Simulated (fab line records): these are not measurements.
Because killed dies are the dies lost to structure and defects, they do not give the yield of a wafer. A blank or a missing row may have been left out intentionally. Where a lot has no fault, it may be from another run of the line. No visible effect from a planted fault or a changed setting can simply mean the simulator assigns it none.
fab line records | flow sky130 | part 2 of 2: steps 25 to 34 of 34
[record] lots = 5 | wafers = 15 | lastDay = 50
route steps=708 shown METAL5@672 PASSIVATION@681 PAD_OPEN@694
lots that met no fault: taken from a fault-free run of the same line
startH: hours from the record's first day to the start of the lot's first wafer shown | waitH: hours since the lot's step before | " identical to the entry in the row above | L1.1+2: a single row standing in for several wafers | - no value, or no start given | * or withheld: withheld | < > ~ a bound
route shown NAME@n: names a module that has steps shown in the file, with the first one's number in the route | usual: mean/standard deviation of fault-free wafers | same: alike in all rows | chamber/n: place in a boat | sites: readings site by site | _std_site: standard deviation of those values | _edge_site: outer sites' mean less inner sites' | radiusMm: how far each site lies from the wafer's centre | mask NAME#n: copy n | behind: the most recent tool/chamber to have shaped the wafer | hold: the reason the lot was held/the length of the hold in hours/how it ended | device: which transistor (n, p or np) failed to switch | end of line: tests of these same wafers at the route's end | a step without rows: its recipe alone | killed: count of dies lost to structure and defects at first sort (not the wafer's yield) | map: the dies of a wafer, with x for killed, . for not killed, _ for no die there
set.NAME: the setting the step ran with; set.NAME@STEP: the setting that earlier step ran with | model.NAME: the simulator's own value behind a step, which no gauge read
certain route steps with their lots: each step a table, each wafer a row
services: from which hour (startH, from the record's first day; less than 0 if before it) a tool's chamber was out of use, for how many hours, and why
[[steps]]
[step SKY_PAD_OPEN_COAT_02]
[recipe] spinRpm = 2000 | resistThkNm = 3000
[usual] chillPlateTempC = 23.04/0.11
lot.wafer | tool          | chamber | startH  | waitH | chillPlateTempC
L075.1    | lithoTrack-01 | 0       | 1062.87 | 0.1   | 22.97
L075.4    | "             | 0       | "       | "     | 23.22
L075.5    | "             | 0       | "       | "     | 22.83
L074.2    | lithoTrack-04 | 0       | 1069.34 | 0.1   | 23.16
L074.4    | "             | 0       | "       | "     | 23.32
L074.5    | "             | 0       | "       | "     | 23.04
L085.2    | lithoTrack-02 | 0       | 1128.61 | 0.1   | 23.12
L085.3    | "             | 0       | "       | "     | 23.20
L085.4    | "             | 0       | "       | "     | 23.06
L088.1    | lithoTrack-01 | 0       | 1148.17 | 0.1   | 22.81
L088.4    | "             | 0       | "       | "     | 22.96
L088.6    | "             | 0       | "       | "     | 22.98
L097.2    | lithoTrack-02 | 0       | 1189.61 | 0.1   | 22.85
L097.4    | "             | 0       | "       | "     | 22.83
L097.6    | "             | 0       | "       | "     | 22.94
[step SKY_PAD_OPEN_SOFTBAKE_03]
[recipe] tempC = 110 | timeS = withheld
[usual] chillPlateTempC = 23.00/0.11 | plateTempC = 110.00/0.13
lot.wafer | tool          | chamber | startH  | waitH | chillPlateTempC | plateTempC
L075.1    | lithoTrack-01 | 0       | 1063.02 | 0.1   | 23.02           | 110.10
L075.4    | "             | 0       | "       | "     | 23.06           | 110.00
L075.5    | "             | 0       | "       | "     | 23.15           | 110.03
L074.2    | lithoTrack-04 | 0       | 1069.49 | 0.1   | 23.10           | 110.09
L074.4    | "             | 0       | "       | "     | 23.02           | 109.96
L074.5    | "             | 0       | "       | "     | 23.01           | 109.89
L085.2    | lithoTrack-02 | 0       | 1128.77 | 0.1   | 22.98           | 109.83
L085.3    | "             | 0       | "       | "     | 23.06           | 110.02
L085.4    | "             | 0       | "       | "     | 23.03           | 109.91
L088.1    | lithoTrack-01 | 0       | 1148.32 | 0.1   | 22.92           | 109.87
L088.4    | "             | 0       | "       | "     | 22.84           | 109.94
L088.6    | "             | 0       | "       | "     | 22.77           | 109.88
L097.2    | lithoTrack-02 | 0       | 1189.77 | 0.1   | 22.82           | 110.00
L097.4    | "             | 0       | "       | "     | 22.76           | 110.01
L097.6    | "             | 0       | "       | "     | 22.95           | 110.06
[step SKY_PAD_OPEN_EXPOSE_04]
[recipe] maskId = PDM | targetCdNm = 60000 | na = 0.57 | doseMj = 254.8
[same] na = 0.57
lot.wafer  | tool            | chamber | startH | waitH | mask
L075.1+4+5 | ilineStepper-02 | 0       | -      | -     | PDM#0
L074.2+4+5 | ilineStepper-01 | 0       | -      | -     | PDM#0
L085.2+3+4 | ilineStepper-01 | 0       | -      | -     | PDM#0
L088.1+4+6 | ilineStepper-01 | 0       | -      | -     | PDM#0
L097.2+4+6 | ilineStepper-02 | 0       | -      | -     | PDM#0
[step SKY_PAD_OPEN_PEB_05]
[recipe] tempC = 115 | timeS = withheld
[usual] chillPlateTempC = 23.02/0.12 | plateTempC = 115.00/0.13
lot.wafer | tool          | chamber | startH | waitH | chillPlateTempC | plateTempC
L075.1    | lithoTrack-04 | 0       | -      | -     | 22.95           | 115.07
L075.4    | "             | 0       | "      | "     | 22.76           | 115.07
L075.5    | "             | 0       | "      | "     | 22.81           | 115.08
L074.2    | lithoTrack-01 | 0       | -      | -     | 23.05           | 114.99
L074.4    | "             | 0       | "      | "     | 23.00           | 115.13
L074.5    | "             | 0       | "      | "     | 23.00           | 115.03
L085.2    | lithoTrack-01 | 0       | -      | -     | 23.02           | 115.05
L085.3    | "             | 0       | "      | "     | 23.12           | 114.96
L085.4    | "             | 0       | "      | "     | 22.98           | 114.87
L088.1    | lithoTrack-01 | 0       | -      | -     | 23.08           | 115.07
L088.4    | "             | 0       | "      | "     | 23.26           | 114.94
L088.6    | "             | 0       | "      | "     | 23.05           | 115.14
L097.2    | lithoTrack-01 | 0       | -      | -     | 23.00           | 114.89
L097.4    | "             | 0       | "      | "     | 22.91           | 114.96
L097.6    | "             | 0       | "      | "     | 22.79           | 115.26
[step SKY_PAD_OPEN_DEVELOP_06]
[recipe] developTimeS = 60 | devTempC = 23
[usual] chillPlateTempC = 22.99/0.098
lot.wafer | tool          | chamber | startH | waitH | chillPlateTempC
L075.1    | lithoTrack-04 | 0       | -      | -     | 23.02
L075.4    | "             | 0       | "      | "     | 22.85
L075.5    | "             | 0       | "      | "     | 23.10
L074.2    | lithoTrack-01 | 0       | -      | -     | 22.93
L074.4    | "             | 0       | "      | "     | 23.09
L074.5    | "             | 0       | "      | "     | 23.05
L085.2    | lithoTrack-01 | 0       | -      | -     | 23.06
L085.3    | "             | 0       | "      | "     | 22.89
L085.4    | "             | 0       | "      | "     | 22.99
L088.1    | lithoTrack-01 | 0       | -      | -     | 23.12
L088.4    | "             | 0       | "      | "     | 23.14
L088.6    | "             | 0       | "      | "     | 23.23
L097.2    | lithoTrack-01 | 0       | -      | -     | 23.04
L097.4    | "             | 0       | "      | "     | 23.01
L097.6    | "             | 0       | "      | "     | 23.00
[step SKY_PAD_OPEN_ETCH_07]
[recipe] chemistry = CF4/O2 | targetDepthNm = 725 | stopOn = AlCu | sourceW = 800 | biasW = 150 | pressureMtorr = 150 | cf4FlowSccm = 80 | O2_flow_sccm = 10 | timeS = 161.1
[usual] cf4FlowSccm = 80.00/0.23 | drypumpMotorCurrentA = 5.7/0.5 | oesProductAu = 0.979/0.0077 | throttleValvePct = 5.965/0.01
[same] timeS = 161.1
lot.wafer | tool       | chamber | startH  | waitH | cf4FlowSccm | drypumpMotorCurrentA | oesProductAu | rfHoursCounterH | throttleValvePct
L075.1    | rieDiel-04 | 1       | 1074.91 | -     | 80.01       | 5.9                  | 0.975        | 26              | 5.965
L075.4    | "          | 0       | "       | "     | 80.41       | 5.5                  | 0.996        | 14              | 5.951
L075.5    | "          | 3       | "       | "     | 80.29       | 6.6                  | 0.992        | -               | 5.963
L074.2    | rieDiel-02 | 1       | 1078.97 | -     | 79.88       | 6.0                  | 0.975        | 8               | 5.958
L074.4    | "          | 0       | "       | "     | 79.64       | 5.8                  | 0.983        | 16              | 5.968
L074.5    | "          | 1       | "       | "     | 80.11       | 6.0                  | 0.979        | -               | 5.975
L085.2    | rieDiel-03 | 2       | 1139.27 | -     | 80.12       | 6.6                  | 0.983        | 22              | 5.954
L085.3    | "          | 1       | "       | "     | 79.91       | 5.5                  | 0.972        | 11              | 5.991
L085.4    | "          | 2       | "       | "     | 80.20       | 6.5                  | 0.978        | -               | 5.972
L088.1    | rieDiel-02 | 2       | 1158.52 | -     | 79.80       | 5.2                  | 0.981        | 20              | 5.957
L088.4    | "          | 0       | "       | "     | 79.83       | 5.8                  | 0.986        | 19              | 5.956
L088.6    | "          | 1       | "       | "     | 80.02       | 6.0                  | 0.988        | -               | 5.950
L097.2    | rieDiel-02 | 0       | 1197.62 | -     | 80.01       | 5.8                  | 0.974        | 21              | 5.952
L097.4    | "          | 3       | "       | "     | 80.10       | 5.7                  | 0.980        | 4               | 5.960
L097.6    | "          | 3       | "       | "     | 79.87       | 5.7                  | 0.987        | -               | 5.948
[step SKY_PAD_OPEN_STRIP_08]
[recipe] chemistry = O2/N2 | powerW = 1400 | pressureMtorr = 1500 | platenTempC = withheld | overashFraction = 0.7 | o2FlowSccm = 3000 | n2FlowSccm = 300
[usual] drypumpMotorCurrentA = 5.4/0.5 | oesProductAu = 0.663/0.0045 | stripTimeToEndpointS = 37.04/0.097
lot.wafer | tool           | chamber | startH  | waitH | drypumpMotorCurrentA | oesProductAu | rfHoursCounterH | stripTimeToEndpointS
L075.1    | plasmaAsher-04 | 1       | 1075.02 | 0.1   | 4.9                  | 0.660        | 33              | 36.84
L075.4    | "              | 0       | "       | "     | 6.0                  | 0.665        | -               | 36.91
L075.5    | "              | 1       | "       | "     | 4.9                  | 0.662        | -               | 36.88
L074.2    | plasmaAsher-03 | 1       | 1079.08 | 0.1   | 5.9                  | 0.671        | 2               | 37.09
L074.4    | "              | 1       | "       | "     | 5.9                  | 0.672        | -               | 37.04
L074.5    | "              | 0       | "       | "     | 4.9                  | 0.659        | -               | 37.24
L085.2    | plasmaAsher-04 | 1       | 1139.38 | 0.1   | 4.8                  | 0.664        | 40              | 36.93
L085.3    | "              | 1       | "       | "     | 4.9                  | 0.669        | -               | 37.00
L085.4    | "              | 0       | "       | "     | 6.0                  | 0.668        | -               | 36.94
L088.1    | plasmaAsher-04 | 0       | 1158.63 | 0.1   | 6.0                  | 0.658        | 41              | 37.04
L088.4    | "              | 1       | "       | "     | 4.9                  | 0.668        | -               | 37.02
L088.6    | "              | 1       | "       | "     | 4.9                  | 0.658        | -               | 37.11
L097.2    | plasmaAsher-04 | 0       | 1197.73 | 0.1   | 6.0                  | 0.666        | 46              | 37.15
L097.4    | "              | 0       | "       | "     | 6.0                  | 0.663        | -               | 37.12
L097.6    | "              | 0       | "       | "     | 6.0                  | 0.650        | -               | 37.11
[step SKY_PAD_OPEN_STRIP_09]
[recipe] chemistry = postEtchResidueRemover | timeS = 1200 | tempC = 72.5
[same] timeS = 1200
lot.wafer  | tool        | chamber | startH  | waitH
L075.1+4+5 | wetBench-01 | 0       | 1075.12 | 0.1
L074.2+4+5 | wetBench-02 | 0       | 1079.18 | 0.1
L085.2+3+4 | wetBench-03 | 1       | 1139.48 | 0.1
L088.1+4+6 | wetBench-03 | 1       | 1158.73 | 0.1
L097.2+4+6 | wetBench-03 | 2       | 1197.94 | 0.2
[step SKY_PAD_OPEN_CLEAN_10]
[recipe] chemistry = IPA | timeS = 180 | tempC = 25
[same] timeS = 180
lot.wafer  | tool        | chamber | startH  | waitH
L075.1+4+5 | wetBench-01 | 0       | 1075.46 | 0.0
L074.2+4+5 | wetBench-01 | 3       | 1079.55 | 0.0
L085.2+3+4 | wetBench-02 | 0       | 1139.82 | 0.0
L088.1+4+6 | wetBench-03 | 3       | 1159.14 | 0.0
L097.2+4+6 | wetBench-01 | 1       | 1198.77 | 0.1
[step SKY_PAD_OPEN_CLEAN_11]
[recipe] chemistry = O3/DIW | dry = n2Spin
lot.wafer  | tool        | chamber | startH  | waitH
L075.1+4+5 | wetBench-01 | 1       | 1075.52 | 0.0
L074.2+4+5 | wetBench-02 | 0       | 1079.61 | 0.0
L085.2+3+4 | wetBench-03 | 1       | 1139.88 | 0.0
L088.1+4+6 | wetBench-03 | 0       | 1159.21 | 0.0
L097.2+4+6 | wetBench-01 | 2       | 1198.83 | 0.0
[[services]]
tool            | chamber | startH  | hours | kind
pecvd-02        | 0       | 1004.47 | 4.9   | repair
rieMetal-01     | -       | 1007.61 | 0.8   | repair
pecvd-04        | 2       | 1023.42 | 11.3  | repair
ilineStepper-02 | -       | 1026.67 | 10.6  | repair
ilineStepper-01 | -       | 1029.83 | 16.6  | repair
rieMetal-02     | -       | 1033.53 | 0.7   | repair
rieMetal-01     | -       | 1039.83 | 1.0   | repair
ilineStepper-01 | -       | 1040.24 | 2.4   | repair
plasmaAsher-04  | -       | 1040.36 | 2.8   | pm
ilineStepper-02 | -       | 1046.47 | 1.7   | pm
rieDiel-02      | 3       | 1047.19 | 6.6   | repair
plasmaAsher-03  | -       | 1055.25 | 9.0   | pm
ilineStepper-01 | -       | 1073.44 | 1.7   | pm
rieMetal-02     | -       | 1080.64 | 1.8   | repair
rieMetal-01     | -       | 1113.17 | 2.8   | pm
rieMetal-02     | 0       | 1122.50 | 18.1  | repair
wetBench-02     | -       | 1143.63 | 0.9   | repair
rieMetal-01     | -       | 1159.70 | 2.1   | repair
pecvd-02        | -       | 1164.28 | 1.1   | repair
wetBench-01     | -       | 1177.32 | 2.0   | repair
wetBench-01     | -       | 1185.71 | 1.6   | repair
wetBench-01     | -       | 1186.87 | 3.0   | repair
rieMetal-01     | -       | 1187.18 | 1.0   | repair
ilineStepper-01 | -       | 1190.67 | 2.1   | pm
